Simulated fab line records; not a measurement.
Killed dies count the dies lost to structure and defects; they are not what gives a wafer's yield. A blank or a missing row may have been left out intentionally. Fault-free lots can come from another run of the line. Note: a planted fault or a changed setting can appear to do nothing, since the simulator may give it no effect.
One fault seen from 2 desks || flow gf180mcu || each desk holds nothing but its own numbers, with what lay behind them at the end

TOOL OWNER'S DESK, pvd-sputter-02
At GF_SALICIDE_SPUTTER_03 (material TiN, target thk 20 nm, time 16.7 s) the tool's own readings: per lot run on this tool, the mean of the sampled wafers that have a number. A lot is out of limits, marked OUT, if its mean lies more than 4 standard deviations from the usual mean; the brackets give that distance.
Columns: A = throttle-valve-pct at GF_SALICIDE_SPUTTER_03, usual 29.6 %
{"lot": "L492", "first seen here": "day 15 09:56", "A": 29.8}
{"lot": "L494", "first seen here": "day 16 04:36", "A": 29.8}
{"lot": "L497", "first seen here": "day 17 08:32", "A": 29.2}
{"lot": "L498", "first seen here": "day 17 18:01", "A": 29.9}
{"lot": "L502", "first seen here": "day 19 02:07", "A": 29.7}
{"lot": "L505", "first seen here": "day 20 00:07", "A": 29.5}
{"lot": "L506", "first seen here": "day 20 21:05", "A": 29.2}
{"lot": "L509", "first seen here": "day 21 18:44", "A": 29.9}
This desk found nothing out of limits on any of the 8 lots.

THE METROLOGY DESK
Lot by lot, what the gauges showed, no matter which tool ran the lot: averages of those sampled wafers that carry a number. A lot is out of limits, marked OUT, if its mean lies more than 4 standard deviations from the usual mean; the brackets give that distance.
Columns: A = V5_OVL at GF_V5_OVL_MEAS_15, usual 0 nm; B = TOP_METAL_ALCU_RS at GF_TOP_METAL_RS_MEAS_05, usual 0.0329 ohm/sq; C = TOP_METAL_ALCU_THK at GF_TOP_METAL_THK_MEAS_06, usual 908 nm
{"lot": "L492", "first seen here": "day 27 09:52", "A": 1, "B": 0.0326, "C": 916}
{"lot": "L494", "first seen here": "day 28 04:17", "A": -5, "B": 0.0329, "C": 907}
{"lot": "L496", "first seen here": "day 28 17:05", "A": -1, "B": 0.0328, "C": 911}
{"lot": "L497", "first seen here": "day 29 02:52", "A": -16, "B": 0.0328, "C": 914}
{"lot": "L498", "first seen here": "day 29 09:02", "A": 4, "B": 0.0334, "C": 899}
{"lot": "L501", "first seen here": "day 30 11:23", "A": 7, "B": 0.0326, "C": 926}
{"lot": "L502", "first seen here": "day 30 14:05", "A": -2, "B": 0.0331, "C": 897}
{"lot": "L503", "first seen here": "day 30 21:23", "A": 0, "B": 0.0329, "C": 906}
{"lot": "L505", "first seen here": "day 31 05:03", "A": 5, "B": 0.0321, "C": 926}
{"lot": "L506", "first seen here": "day 31 19:52", "A": 4, "B": 0.0318, "C": 939}
{"lot": "L507", "first seen here": "day 32 04:11", "A": 1, "B": 0.0330, "C": 901}
{"lot": "L509", "first seen here": "day 32 10:33", "A": 4, "B": 0.0331, "C": 900}
{"lot": "L514", "first seen here": "day 33 11:11", "A": 1, "B": 0.0327, "C": 907}
This desk found nothing out of limits on any of the 13 lots.

TAKEN TOGETHER
The desk of the tool owner found nothing out of limits.
Nothing out of limits was seen by the metrology desk.

WHAT THE SIMULATOR HAD INSERTED
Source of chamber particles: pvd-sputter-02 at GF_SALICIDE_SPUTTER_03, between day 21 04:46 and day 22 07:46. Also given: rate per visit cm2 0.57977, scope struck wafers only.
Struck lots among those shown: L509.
